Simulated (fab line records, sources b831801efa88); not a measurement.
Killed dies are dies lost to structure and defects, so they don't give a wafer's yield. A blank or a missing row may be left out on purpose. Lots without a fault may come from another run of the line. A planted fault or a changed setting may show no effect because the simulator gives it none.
fab line records | flow sky130 | part 1 of 2: steps 1 to 24 of 35
record lots=5 wafers=15 last_day=49
route steps=708 shown LDD_LDN@301 SPACER@304 POLY_CUT@307 SD_P@320 RES_XHIGH@332
lots that met no fault: from a run of the same line without faults
start_h: hours from the record's first day to the start of the lot's first wafer shown | wait_h: hours since the lot's step before | " the same as in the row above | L1.1+2: a row that stands for several wafers | - no value, or no start given | * or withheld: withheld | < > ~ a bound
route shown NAME@n: a module of which the file shows steps, and the number in the route of the first | usual: mean/standard deviation of fault-free wafers | same: alike in all rows | chamber/n: place in a boat | sites: the reading at each site | _std_site: their standard deviation | _edge_site: outer sites' mean less inner sites' | radius_mm: how far each site lies from the wafer's centre | mask NAME#n: copy n | behind: the tool/chamber that last shaped the wafer | hold: why the lot was held/for how many hours/how that ended | device: the transistor (n, p or np) that didn't switch | end of line: the same wafers' tests at the end of the route | a step without rows: its recipe alone | killed: dies lost to structure and defects at the first sort, not the wafer's yield | map: a wafer's dies, x killed, . not, _ none there
set.NAME: the setting as run; set.NAME@STEP: as run at that earlier step | model.NAME: the simulator's own value behind a step, which no gauge read
lots at some steps of the route; a table a step, a row a wafer
services: from which hour (start_h, from the record's first day; less than 0 if before it) a tool's chamber was out of use, for how many hours, and why
## steps
# step SKY_LDD_LDN_STRIP_12
# recipe chemistry=O2/N2 power_w=1400 pressure_mtorr=1500 platen_temp_c=withheld o2_flow_sccm=3000 n2_flow_sccm=300 overash_fraction=0.5
# usual drypump_motor_current_A=6.0/0.31 oes_product_au=0.716/0.0046 strip_time_to_endpoint_s=14.19/0.04
# columns lot.wafer tool chamber start_h wait_h drypump_motor_current_A oes_product_au rf_hours_counter_h strip_time_to_endpoint_s
L079.3 plasma_asher-01 1 552.38 0.1 5.9 0.718 - 14.22
L079.4 " 0 " " 6.4 0.712 - 14.18
L079.6 " 0 " " 6.4 0.714 - 14.19
L080.1 plasma_asher-02 0 560.76 0.1 5.8 0.722 44 14.25
L080.2 " 1 " " 5.6 0.715 44 14.23
L080.6 " 1 " " 5.6 0.719 - 14.20
L084.2 plasma_asher-02 0 606.35 0.1 5.8 0.723 49 14.25
L084.3 " 0 " " 5.8 0.718 - 14.20
L084.5 " 1 " " 5.6 0.720 - 14.21
L086.2 plasma_asher-03 0 644.24 0.1 6.4 0.711 20 14.22
L086.4 " 0 " " 6.4 0.720 - 14.20
L086.6 " 0 " " 6.4 0.722 - 14.18
L094.3 plasma_asher-03 1 679.18 0.1 6.0 0.715 - 14.14
L094.4 " 0 " " 6.4 0.723 - 14.18
L094.5 " 0 " " 6.4 0.714 - 14.17
# step SKY_LDD_LDN_TW_MEAS_13
# usual LDD_LDN_TW=1489/6.6
# columns lot.wafer tool chamber start_h wait_h LDD_LDN_TW
L079.3 film_metro-03 - 552.47 0.1 1507
L079.4 " - " " 1493
L079.6 " - " " 1495
L080.1 film_metro-01 - 560.86 0.1 1493
L080.2 " - " " 1481
L080.6 " - " " 1485
L084.2 film_metro-01 - 606.46 0.1 1490
L084.3 " - " " 1491
L084.5 " - " " 1493
L086.2 film_metro-03 - 644.35 0.1 1494
L086.4 " - " " 1489
L086.6 " - " " 1482
L094.3 film_metro-04 - 679.26 0.1 1487
L094.4 " - " " 1480
L094.5 " - " " 1481
# step SKY_LDD_LDN_CLEAN_14
# recipe chemistry=SC1/SC2 mix=1:4:20 temp_c=70 time_s=150 dry=n2_spin
# columns lot.wafer tool chamber start_h wait_h
L079.3+4+6 wet_bench-04 2 552.51 0.0
L080.1+2+6 wet_bench-04 1 560.92 0.1
L084.2+3+5 wet_bench-01 3 606.51 0.0
L086.2+4+6 wet_bench-01 1 644.40 0.0
L094.3+4+5 wet_bench-04 2 679.30 0.0
# step SKY_SPACER_CVD_00
# recipe material=Si3N4 precursor=DCS/NH3 target_thk_nm=43.1 temp_c=770 time_s=740 pressure_mtorr=250
# usual susceptor_temp_C=770.1/0.34 zone_power_top_pct=25.3/2.5
# columns lot.wafer tool chamber start_h wait_h susceptor_temp_C zone_power_top_pct
L079.3 lpcvd-02 0 553.19 0.6 770.1 27.2
L079.4 " 0 " " 770.3 28.2
L079.6 " 0 " " 770.3 27.7
L080.1 lpcvd-02 0 560.97 0.0 770.0 28.0
L080.2 " 0 " " 770.4 28.0
L080.6 " 0 " " 770.2 28.0
L084.2 lpcvd-02 1 606.56 0.0 770.0 22.6
L084.3 " 1 " " 769.9 22.9
L084.5 " 1 " " 769.8 22.7
L086.2 lpcvd-02 1 645.46 0.9 770.6 23.0
L086.4 " 1 " " 770.3 22.9
L086.6 " 1 " " 770.3 22.8
L094.3 lpcvd-02 0 679.49 0.1 769.8 27.7
L094.4 " 0 " " 770.3 27.7
L094.5 " 0 " " 770.0 27.4
# step SKY_SPACER_THK_MEAS_01
# recipe reads=Si3N4_of_SPACER_CVD_00
# usual SPACER_CVD_00_THK=43.1/0.39
# columns lot.wafer tool chamber start_h wait_h SPACER_CVD_00_THK[nm]
L079.3 film_metro-02 - 554.41 0.0 43.7
L079.4 " - " " 43.7
L079.6 " - " " 44.2
L080.1 film_metro-03 - 562.17 0.0 43.4
L080.2 " - " " 43.2
L080.6 " - " " 43.2
L084.2 film_metro-02 - 607.78 0.0 42.9
L084.3 " - " " 42.9
L084.5 " - " " 43.0
L086.2 film_metro-02 - 646.68 0.0 42.7
L086.4 " - " " 42.8
L086.6 " - " " 43.2
L094.3 film_metro-03 - 680.72 0.0 42.7
L094.4 " - " " 43.4
L094.5 " - " " 43.2
# step SKY_SPACER_ETCHBACK_02
# recipe chemistry=CH3F/O2 target=Si3N4 stop_on=SiO2 source_w=400 bias_w=80 pressure_mtorr=25 ch3f_flow_sccm=40 O2_flow_sccm=30 time_s=46.7 target_depth_a=450
# usual drypump_motor_current_A=5.8/0.44 oes_product_au=0.855/0.0068 throttle_valve_pct=10.562/0.0089
# columns lot.wafer tool chamber start_h wait_h drypump_motor_current_A oes_product_au rf_hours_counter_h throttle_valve_pct
L079.3 rie_diel-02 2 554.45 0.0 6.1 0.875 57 10.574
L079.4 " 0 " " 5.9 0.865 10 10.564
L079.6 " 2 " " 6.1 0.868 - 10.560
L080.1 rie_diel-02 0 562.23 0.1 5.9 0.858 10 10.576
L080.2 " 1 " " 5.3 0.855 8 10.557
L080.6 " 0 " " 5.9 0.850 - 10.553
L084.2 rie_diel-02 3 607.83 0.0 6.2 0.850 6 10.572
L084.3 " 0 " " 5.9 0.856 10 10.567
L084.5 " 1 " " 5.3 0.853 - 10.560
L086.2 rie_diel-04 0 646.73 0.0 6.4 0.846 6 10.563
L086.4 " 3 " " 5.7 0.854 41 10.565
L086.6 " 3 " " 5.7 0.863 - 10.567
L094.3 rie_diel-02 1 680.76 0.0 5.3 0.851 11 10.570
L094.4 " 0 " " 5.9 0.847 12 10.570
L094.5 " 1 " " 5.3 0.855 - 10.565
# step SKY_POLY_CUT_DEHYDRATE_00
# recipe temp_c=200 time_s=60
# usual exhaust_pa=45.0/1.1
# columns lot.wafer tool chamber start_h wait_h exhaust_pa
L079.3 litho_track-03 0 568.53 14.1 44.9
L079.4 " 0 " " 45.4
L079.6 " 0 " " 45.6
L080.1 litho_track-02 0 577.72 15.5 45.0
L080.2 " 0 " " 45.8
L080.6 " 0 " " 44.7
L084.2 litho_track-01 0 621.48 13.6 45.5
L084.3 " 0 " " 46.6
L084.5 " 0 " " 44.3
L086.2 litho_track-01 0 659.43 12.7 46.1
L086.4 " 0 " " 47.2
L086.6 " 0 " " 45.4
L094.3 litho_track-03 0 693.68 12.9 43.6
L094.4 " 0 " " 45.2
L094.5 " 0 " " 45.0
# step SKY_POLY_CUT_HMDS_01
# recipe prime_time_s=60 prime_temp_c=120
# usual exhaust_pa=44.7/0.81
# columns lot.wafer tool chamber start_h wait_h exhaust_pa
L079.3 litho_track-03 0 568.68 0.1 44.2
L079.4 " 0 " " 44.2
L079.6 " 0 " " 45.0
L080.1 litho_track-02 0 577.87 0.1 44.9
L080.2 " 0 " " 44.4
L080.6 " 0 " " 44.3
L084.2 litho_track-01 0 621.63 0.1 44.5
L084.3 " 0 " " 46.2
L084.5 " 0 " " 46.1
L086.2 litho_track-01 0 659.58 0.1 45.1
L086.4 " 0 " " 45.3
L086.6 " 0 " " 46.6
L094.3 litho_track-03 0 693.83 0.1 44.9
L094.4 " 0 " " 45.3
L094.5 " 0 " " 45.1
# step SKY_POLY_CUT_COAT_02
# recipe resist=BARC temp_c=withheld time_s=withheld spin_rpm=3000 resist_thk_nm=60
# usual exhaust_pa=44.9/0.88
# columns lot.wafer tool chamber start_h wait_h exhaust_pa
L079.3 litho_track-03 0 568.83 0.1 44.0
L079.4 " 0 " " 44.8
L079.6 " 0 " " 44.8
L080.1 litho_track-02 0 578.02 0.1 44.8
L080.2 " 0 " " 45.0
L080.6 " 0 " " 47.1
L084.2 litho_track-01 0 621.78 0.1 43.3
L084.3 " 0 " " 43.9
L084.5 " 0 " " 44.8
L086.2 litho_track-01 0 659.73 0.1 43.6
L086.4 " 0 " " 44.7
L086.6 " 0 " " 44.4
L094.3 litho_track-03 0 693.98 0.1 45.6
L094.4 " 0 " " 45.7
L094.5 " 0 " " 45.8
# step SKY_POLY_CUT_COAT_03
# recipe resist=KrF-thick spin_rpm=3000 resist_thk_nm=450
# usual exhaust_pa=45.1/0.9
# columns lot.wafer tool chamber start_h wait_h exhaust_pa
L079.3 litho_track-03 0 - - 45.0
L079.4 " 0 " " 45.6
L079.6 " 0 " " 47.0
L080.1 litho_track-02 0 - - 45.0
L080.2 " 0 " " 45.5
L080.6 " 0 " " 45.9
L084.2 litho_track-01 0 - - 45.0
L084.3 " 0 " " 46.0
L084.5 " 0 " " 46.6
L086.2 litho_track-01 0 - - 46.4
L086.4 " 0 " " 46.5
L086.6 " 0 " " 44.9
L094.3 litho_track-03 0 - - 44.5
L094.4 " 0 " " 43.5
L094.5 " 0 " " 45.3
# step SKY_POLY_CUT_SOFTBAKE_04
# recipe temp_c=100 time_s=90 resist=KrF-thick
# usual exhaust_pa=44.8/0.8
# columns lot.wafer tool chamber start_h wait_h exhaust_pa
L079.3 litho_track-03 0 - - 45.8
L079.4 " 0 " " 44.6
L079.6 " 0 " " 45.2
L080.1 litho_track-02 0 - - 44.6
L080.2 " 0 " " 43.8
L080.6 " 0 " " 44.4
L084.2 litho_track-01 0 - - 44.7
L084.3 " 0 " " 46.4
L084.5 " 0 " " 45.4
L086.2 litho_track-01 0 - - 44.6
L086.4 " 0 " " 44.3
L086.6 " 0 " " 44.3
L094.3 litho_track-03 0 - - 44.3
L094.4 " 0 " " 44.7
L094.5 " 0 " " 44.1
# step SKY_POLY_CUT_EXPOSE_05
# recipe mask_id=NPCM na=0.8 source_shape=annular sigma_inner=0.55 sigma_outer=0.85 target_cd_nm=270 dose_mj=32
# same sigma_inner=0.55
# columns lot.wafer tool chamber start_h wait_h mask
L079.3+4+6 krf_scanner-01 0 - - NPCM#0
L080.1+2+6 krf_scanner-01 0 - - NPCM#0
L084.2+3+5 krf_scanner-01 0 - - NPCM#0
L086.2+4+6 krf_scanner-02 0 - - NPCM#0
L094.3+4+5 krf_scanner-02 0 - - NPCM#0
# step SKY_POLY_CUT_PEB_06
# recipe peb_temp_c=withheld peb_time_s=withheld resist=KrF-thick
# usual exhaust_pa=44.9/0.89
# columns lot.wafer tool chamber start_h wait_h exhaust_pa
L079.3 litho_track-02 0 - - 44.9
L079.4 " 0 " " 43.4
L079.6 " 0 " " 44.6
L080.1 litho_track-02 0 - - 46.4
L080.2 " 0 " " 46.0
L080.6 " 0 " " 44.0
L084.2 litho_track-01 0 - - 44.8
L084.3 " 0 " " 46.1
L084.5 " 0 " " 45.0
L086.2 litho_track-03 0 - - 43.6
L086.4 " 0 " " 43.9
L086.6 " 0 " " 44.6
L094.3 litho_track-03 0 - - 45.3
L094.4 " 0 " " 45.2
L094.5 " 0 " " 45.6
# step SKY_POLY_CUT_DEVELOP_07
# recipe develop_time_s=60 resist=KrF-thick dev_temp_c=21
# usual exhaust_pa=45.1/0.78
# columns lot.wafer tool chamber start_h wait_h exhaust_pa
L079.3 litho_track-02 0 - - 45.1
L079.4 " 0 " " 43.9
L079.6 " 0 " " 45.1
L080.1 litho_track-02 0 - - 43.8
L080.2 " 0 " " 45.0
L080.6 " 0 " " 44.9
L084.2 litho_track-01 0 - - 44.9
L084.3 " 0 " " 45.2
L084.5 " 0 " " 45.0
L086.2 litho_track-03 0 - - 44.1
L086.4 " 0 " " 44.4
L086.6 " 0 " " 45.9
L094.3 litho_track-03 0 - - 44.6
L094.4 " 0 " " 45.0
L094.5 " 0 " " 44.3
# step SKY_POLY_CUT_CD_MEAS_08
# recipe target_cd_nm=270
# usual cd_nm=269.7/1.3
# columns lot.wafer tool chamber start_h wait_h cd_nm
L079.3 cd_sem-02 - 584.96 - 269.9
L079.4 " - " " 269.5
L079.6 " - " " 268.6
L080.1 cd_sem-01 - 592.17 - 269.7
L080.2 " - " " 270.1
L080.6 " - " " 271.2
L084.2 cd_sem-01 - 637.56 - 268.4
L084.3 " - " " 268.7
L084.5 " - " " 269.1
L086.2 cd_sem-02 - 675.20 - 272.7
L086.4 " - " " 271.8
L086.6 " - " " 272.2
L094.3 cd_sem-01 - 708.82 - 269.0
L094.4 " - " " 270.4
L094.5 " - " " 267.8
# step SKY_POLY_CUT_OVL_MEAS_09
# usual POLY_CUT_OVL=-2/5.9
# columns lot.wafer tool chamber start_h wait_h POLY_CUT_OVL[nm]
L079.3 overlay-01 - 585.05 0.1 -3
L079.4 " - " " 0
L079.6 " - " " -2
L080.1 overlay-01 - 592.29 0.1 -5
L080.2 " - " " 3
L080.6 " - " " 2
L084.2 overlay-01 - 637.66 0.1 -12
L084.3 " - " " -3
L084.5 " - " " -7
L086.2 overlay-01 - 675.30 0.1 0
L086.4 " - " " -13
L086.6 " - " " -1
L094.3 overlay-01 - 708.91 0.1 3
L094.4 " - " " -4
L094.5 " - " " 8
# step SKY_POLY_CUT_ETCH_10
# recipe chemistry=N2/H2 target=BARC ion_energy_ev=200 source_w=500 bias_w=100 pressure_mtorr=30 n2_flow_sccm=100 h2_flow_sccm=200 stop_on=SiO2 time_s=45.9 target_depth_a=600
# usual drypump_motor_current_A=5.8/0.39 oes_product_au=0.855/0.0043 throttle_valve_pct=13.225/0.0087
# columns lot.wafer tool chamber start_h wait_h drypump_motor_current_A oes_product_au rf_hours_counter_h throttle_valve_pct
L079.3 rie_diel-04 2 585.08 0.0 5.9 0.847 0 13.223
L079.4 " 0 " " 6.4 0.852 - 13.217
L079.6 " 3 " " 5.7 0.857 - 13.226
L080.1 rie_diel-02 3 592.33 0.0 6.3 0.854 6 13.202
L080.2 " 1 " " 5.3 0.849 9 13.225
L080.6 " 2 " " 6.1 0.854 - 13.222
L084.2 rie_diel-02 3 637.69 0.0 6.3 0.860 7 13.225
L084.3 " 2 " " 6.1 0.859 59 13.233
L084.5 " 2 " " 6.1 0.850 - 13.221
L086.2 rie_diel-04 3 675.33 0.0 5.7 0.863 41 13.222
L086.4 " 2 " " 5.9 0.859 2 13.224
L086.6 " 1 " " 5.9 0.859 - 13.228
L094.3 rie_diel-03 0 708.93 0.0 5.1 0.847 6 13.225
L094.4 " 1 " " 5.6 0.851 - 13.217
L094.5 " 3 " " 5.9 0.863 - 13.217
# step SKY_POLY_CUT_ETCH_11
# recipe target=Si3N4 chemistry=CF4/CH2F2/Ar stop_on=poly-Si source_w=600 bias_w=150 pressure_mtorr=40 cf4_flow_sccm=40 ch2f2_flow_sccm=20 Ar_flow_sccm=150 time_s=42.5 target_depth_a=600
# usual drypump_motor_current_A=5.8/0.39 oes_product_au=0.831/0.0067 throttle_valve_pct=14.995/0.0092
# columns lot.wafer tool chamber start_h wait_h drypump_motor_current_A oes_product_au rf_hours_counter_h throttle_valve_pct
L079.3 rie_diel-04 2 585.12 0.0 5.9 0.832 0 15.009
L079.4 " 0 " " 6.4 0.834 - 14.991
L079.6 " 3 " " 5.7 0.832 - 14.988
L080.1 rie_diel-02 3 592.37 0.0 6.3 0.833 6 14.994
L080.2 " 1 " " 5.3 0.838 9 14.984
L080.6 " 2 " " 6.1 0.834 - 14.976
L084.2 rie_diel-02 3 637.74 0.0 6.3 0.845 7 14.989
L084.3 " 2 " " 6.2 0.833 59 15.005
L084.5 " 2 " " 6.1 0.833 - 14.986
L086.2 rie_diel-04 3 675.38 0.0 5.7 0.837 41 15.002
L086.4 " 2 " " 6.0 0.838 2 14.983
L086.6 " 1 " " 5.9 0.837 - 15.008
L094.3 rie_diel-03 0 708.98 0.0 5.1 0.832 6 14.998
L094.4 " 1 " " 5.6 0.825 - 15.001
L094.5 " 3 " " 5.9 0.824 - 14.993
# step SKY_POLY_CUT_STRIP_12
# recipe chemistry=O2/N2 power_w=1400 pressure_mtorr=1500 platen_temp_c=withheld o2_flow_sccm=3000 n2_flow_sccm=300 overash_fraction=0.5
# usual drypump_motor_current_A=5.9/0.37 oes_product_au=0.453/0.0042 strip_time_to_endpoint_s=5.365/0.016
# columns lot.wafer tool chamber start_h wait_h drypump_motor_current_A oes_product_au rf_hours_counter_h strip_time_to_endpoint_s
L079.3 plasma_asher-04 1 585.19 0.1 5.9 0.448 - 5.371
L079.4 " 0 " " 5.2 0.447 - 5.381
L079.6 " 0 " " 5.2 0.452 - 5.366
L080.1 plasma_asher-04 0 592.41 0.0 5.3 0.448 75 5.367
L080.2 " 1 " " 5.8 0.451 75 5.369
L080.6 " 0 " " 5.3 0.451 - 5.411
L084.2 plasma_asher-02 1 637.78 0.0 5.6 0.455 52 5.371
L084.3 " 1 " " 5.6 0.453 - 5.384
L084.5 " 0 " " 5.8 0.450 - 5.343
L086.2 plasma_asher-01 1 675.42 0.0 5.9 0.447 99 5.356
L086.4 " 0 " " 6.4 0.456 - 5.372
L086.6 " 1 " " 5.9 0.456 - 5.365
L094.3 plasma_asher-02 1 709.05 0.1 5.5 0.449 - 5.366
L094.4 " 0 " " 5.8 0.454 - 5.378
L094.5 " 1 " " 5.6 0.455 - 5.371
# step SKY_SD_P_DEHYDRATE_00
# recipe temp_c=200 time_s=60
# usual exhaust_pa=44.9/1
# columns lot.wafer tool chamber start_h wait_h exhaust_pa
L079.3 litho_track-04 0 598.91 13.7 44.7
L079.4 " 0 " " 44.4
L079.6 " 0 " " 44.2
L080.1 litho_track-02 0 607.72 15.3 43.7
L080.2 " 0 " " 44.6
L080.6 " 0 " " 43.2
L084.2 litho_track-04 0 651.64 13.8 44.0
L084.3 " 0 " " 44.1
L084.5 " 0 " " 44.0
L086.2 litho_track-04 0 689.39 13.9 44.9
L086.4 " 0 " " 44.9
L086.6 " 0 " " 44.3
L094.3 litho_track-02 0 722.42 13.3 45.4
L094.4 " 0 " " 46.2
L094.5 " 0 " " 46.4
# step SKY_SD_P_HMDS_01
# recipe prime_time_s=60 prime_temp_c=120
# usual exhaust_pa=44.9/0.82
# columns lot.wafer tool chamber start_h wait_h exhaust_pa
L079.3 litho_track-04 0 599.06 0.1 45.0
L079.4 " 0 " " 45.4
L079.6 " 0 " " 44.9
L080.1 litho_track-02 0 607.87 0.1 44.7
L080.2 " 0 " " 44.0
L080.6 " 0 " " 44.1
L084.2 litho_track-04 0 651.79 0.1 45.0
L084.3 " 0 " " 44.6
L084.5 " 0 " " 43.3
L086.2 litho_track-04 0 689.54 0.1 45.2
L086.4 " 0 " " 45.8
L086.6 " 0 " " 44.8
L094.3 litho_track-02 0 722.57 0.1 45.4
L094.4 " 0 " " 45.1
L094.5 " 0 " " 44.2
# step SKY_SD_P_COAT_02
# recipe resist=NOVOLAK spin_rpm=3000 resist_thk_nm=1140
# usual exhaust_pa=44.9/0.77
# columns lot.wafer tool chamber start_h wait_h exhaust_pa
L079.3 litho_track-04 0 599.21 0.1 45.1
L079.4 " 0 " " 44.5
L079.6 " 0 " " 45.3
L080.1 litho_track-02 0 608.02 0.1 45.5
L080.2 " 0 " " 45.6
L080.6 " 0 " " 45.0
L084.2 litho_track-04 0 651.94 0.1 43.3
L084.3 " 0 " " 43.0
L084.5 " 0 " " 44.7
L086.2 litho_track-04 0 689.69 0.1 44.4
L086.4 " 0 " " 45.0
L086.6 " 0 " " 45.5
L094.3 litho_track-02 0 722.72 0.1 44.6
L094.4 " 0 " " 44.5
L094.5 " 0 " " 43.2
# step SKY_SD_P_SOFTBAKE_03
# recipe temp_c=90 time_s=60 resist=NOVOLAK
# usual exhaust_pa=44.9/0.81
# columns lot.wafer tool chamber start_h wait_h exhaust_pa
L079.3 litho_track-04 0 599.36 0.1 45.3
L079.4 " 0 " " 45.0
L079.6 " 0 " " 44.6
L080.1 litho_track-02 0 608.17 0.1 43.2
L080.2 " 0 " " 44.0
L080.6 " 0 " " 42.6
L084.2 litho_track-04 0 652.09 0.1 45.5
L084.3 " 0 " " 46.4
L084.5 " 0 " " 45.3
L086.2 litho_track-04 0 689.84 0.1 45.3
L086.4 " 0 " " 43.6
L086.6 " 0 " " 45.0
L094.3 litho_track-02 0 722.87 0.1 44.7
L094.4 " 0 " " 45.3
L094.5 " 0 " " 45.5
# step SKY_SD_P_EXPOSE_04
# recipe mask_id=PSDM na=0.6 source_shape=conventional sigma_outer=0.6 polarization=unpolarized target_cd_nm=380 dose_mj=138
# columns lot.wafer tool chamber start_h wait_h mask
L079.3+4+6 iline_stepper-01 0 - - PSDM#0
L080.1+2+6 iline_stepper-02 0 - - PSDM#0
L084.2+3+5 iline_stepper-01 0 - - PSDM#0
L086.2+4+6 iline_stepper-01 0 - - PSDM#0
L094.3+4+5 iline_stepper-02 0 - - PSDM#0
